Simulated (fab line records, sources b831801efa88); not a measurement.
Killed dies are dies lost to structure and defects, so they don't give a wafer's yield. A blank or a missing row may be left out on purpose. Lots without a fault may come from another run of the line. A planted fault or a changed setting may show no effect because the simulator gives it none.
A struck lot beside a sound one | flow gf180mcu | 43 steps out of a route of 602
Sound: wafers L605.3, L605.5, L605.6. Struck: wafers L610.3, L610.4, L610.5. The cause comes at the end.
At each step with rows: each side's tool, then ch and its chambers, then its first start. Under that, the readings that differ: sound wafers | struck wafers | difference of the means | sigmas: that difference in standard deviations of wafers without a fault.
alike: readings whose means differ by less than 2 such deviations, and words and numbers that are the same on both sides. not compared: withheld readings, readings that some wafer has no value for, bounds like >300 that may hide the same value, and numbers for which the record gives no deviation and whose values overlap.
The two part at a step that has a row with sigmas, a row that says differs or no value, or rows on one side only. Numbers that don't overlap but have no deviation are shown without sigmas and don't part them. A reading that every wafer of one side lacks parts them only if that side has two wafers or more.

first, 1 step without rows for these wafers: GF_MVPSD_DEVELOP_06 (develop time 60 s).
GF_MVPSD_OVL_MEAS_07:
  sound on overlay-01, day 5 18:55; struck on overlay-02, day 7 07:34
  reading        | sound         | struck      | difference | sigmas
  MVPSD_OVL (nm) | -0.4 -2.5 0.0 | 0.1 4.2 1.1 | +2.8       | +2
then, 2 steps without rows for these wafers: GF_MVPSD_IMPLANT_08; GF_MVPSD_IMPLANT_09.
GF_MVPSD_STRIP_10: strips in O2/N2.
  sound on plasma_asher-02 ch 0,1, day 5 19:17; struck on plasma_asher-02 ch 0,1, day 7 07:56
  alike: drypump_motor_current_A, heater_power_w, n2_flow_sccm, oes_product_au, strip_time_to_endpoint_s
  not compared: rf_hours_counter_h
GF_MVPSD_TW_MEAS_11:
  sound on film_metro-03, day 5 19:22; struck on film_metro-03, day 7 08:01
  alike: MVPSD_TW
then, 6 steps without rows for these wafers: GF_VT_IMPLANT_DEHYDRATE_00 (time 60 s); GF_VT_IMPLANT_HMDS_01 (prime time 60 s); GF_VT_IMPLANT_COAT_02 (resist thk 1000 nm); GF_VT_IMPLANT_SOFTBAKE_03 (time 60 s); GF_VT_IMPLANT_EXPOSE_04 (exposes mask LVPWELL LV AREA, target cd 600 nm); GF_VT_IMPLANT_PEB_05.
GF_VT_IMPLANT_DEVELOP_06: develop time 60 s.
  sound on litho_track-03 ch 0, day 6 09:31; struck on litho_track-03 ch 0, day 7 23:58
GF_VT_IMPLANT_OVL_MEAS_07:
  sound on overlay-02, day 6 09:37; struck on overlay-02, day 8 00:04
  alike: VT_IMPLANT_OVL
then, 1 step without rows for these wafers: GF_VT_IMPLANT_IMPLANT_08.
GF_VT_IMPLANT_STRIP_09: strips in O2/N2.
  sound on plasma_asher-01 ch 0,1, day 6 09:50; struck on plasma_asher-01 ch 0,1, day 8 00:17
  alike: drypump_motor_current_A, heater_power_w, n2_flow_sccm, oes_product_au, strip_time_to_endpoint_s
  not compared: rf_hours_counter_h
GF_VT_IMPLANT_TW_MEAS_10:
  sound on film_metro-03, day 6 09:55; struck on film_metro-04, day 8 00:22
  alike: VT_IMPLANT_TW
then, 7 steps without rows for these wafers: GF_VT_IMPLANT_DEHYDRATE_11 (time 60 s); GF_VT_IMPLANT_HMDS_12 (prime time 60 s); GF_VT_IMPLANT_COAT_13 (resist thk 993.9 nm); GF_VT_IMPLANT_SOFTBAKE_14 (time 60 s); GF_VT_IMPLANT_EXPOSE_15 (exposes mask Nwell LV AREA, target cd 860 nm); GF_VT_IMPLANT_PEB_16; GF_VT_IMPLANT_DEVELOP_17 (develop time 60 s).
GF_VT_IMPLANT_OVL_MEAS_18:
  sound on overlay-02, day 7 00:13; struck on overlay-02, day 8 16:22
  alike: VT_IMPLANT_01_OVL
then, 1 step without rows for these wafers: GF_VT_IMPLANT_IMPLANT_19.
GF_VT_IMPLANT_STRIP_20: strips in O2/N2.
  sound on plasma_asher-01 ch 0,1, day 7 00:26; struck on plasma_asher-02 ch 0,1, day 8 16:35
  alike: drypump_motor_current_A, heater_power_w, n2_flow_sccm, oes_product_au, strip_time_to_endpoint_s
  not compared: rf_hours_counter_h
GF_VT_IMPLANT_TW_MEAS_21:
  sound on film_metro-02, day 7 00:31; struck on film_metro-04, day 8 16:40
  alike: VT_IMPLANT_2_TW
then, 7 steps without rows for these wafers: GF_VT_IMPLANT_DEHYDRATE_22 (time 60 s); GF_VT_IMPLANT_HMDS_23 (prime time 60 s); GF_VT_IMPLANT_COAT_24 (resist thk 1000 nm); GF_VT_IMPLANT_SOFTBAKE_25 (time 60 s); GF_VT_IMPLANT_EXPOSE_26 (exposes mask LVPWELL HV AREA, target cd 860 nm); GF_VT_IMPLANT_PEB_27; GF_VT_IMPLANT_DEVELOP_28 (develop time 60 s).
GF_VT_IMPLANT_OVL_MEAS_29:
  sound on overlay-02, day 7 15:26; struck on overlay-02, day 9 09:40
  alike: VT_IMPLANT_02_OVL
then, 1 step without rows for these wafers: GF_VT_IMPLANT_IMPLANT_30.
GF_VT_IMPLANT_STRIP_31: strips in O2/N2.
  sound on plasma_asher-03 ch 0,1, day 7 15:38; struck on plasma_asher-03 ch 0,1, day 9 09:53
  alike: drypump_motor_current_A, heater_power_w, n2_flow_sccm, oes_product_au, strip_time_to_endpoint_s
  not compared: rf_hours_counter_h
GF_VT_IMPLANT_TW_MEAS_32:
  sound on film_metro-04, day 7 15:43; struck on film_metro-04, day 9 09:58
  alike: VT_IMPLANT_3_TW
then, 3 steps without rows for these wafers: GF_VT_IMPLANT_DEHYDRATE_33 (time 60 s); GF_VT_IMPLANT_HMDS_34 (prime time 60 s); GF_VT_IMPLANT_COAT_35 (resist thk 1000 nm).
-- the record jumps here: 22 days lie between the struck wafers' starts before and after (it left off in module VT_IMPLANT and takes up again in module PASSIVATION, whose first step shown is number 602 of the route) --
GF_PASSIVATION_PROBE_99:
  the record has rows for the struck wafers here (prober-02, day 31 19:31) and none for the sound ones

WHERE THEY PART
First at GF_MVPSD_OVL_MEAS_07; last, within this record, at GF_PASSIVATION_PROBE_99.

WHY: what the simulator had put in
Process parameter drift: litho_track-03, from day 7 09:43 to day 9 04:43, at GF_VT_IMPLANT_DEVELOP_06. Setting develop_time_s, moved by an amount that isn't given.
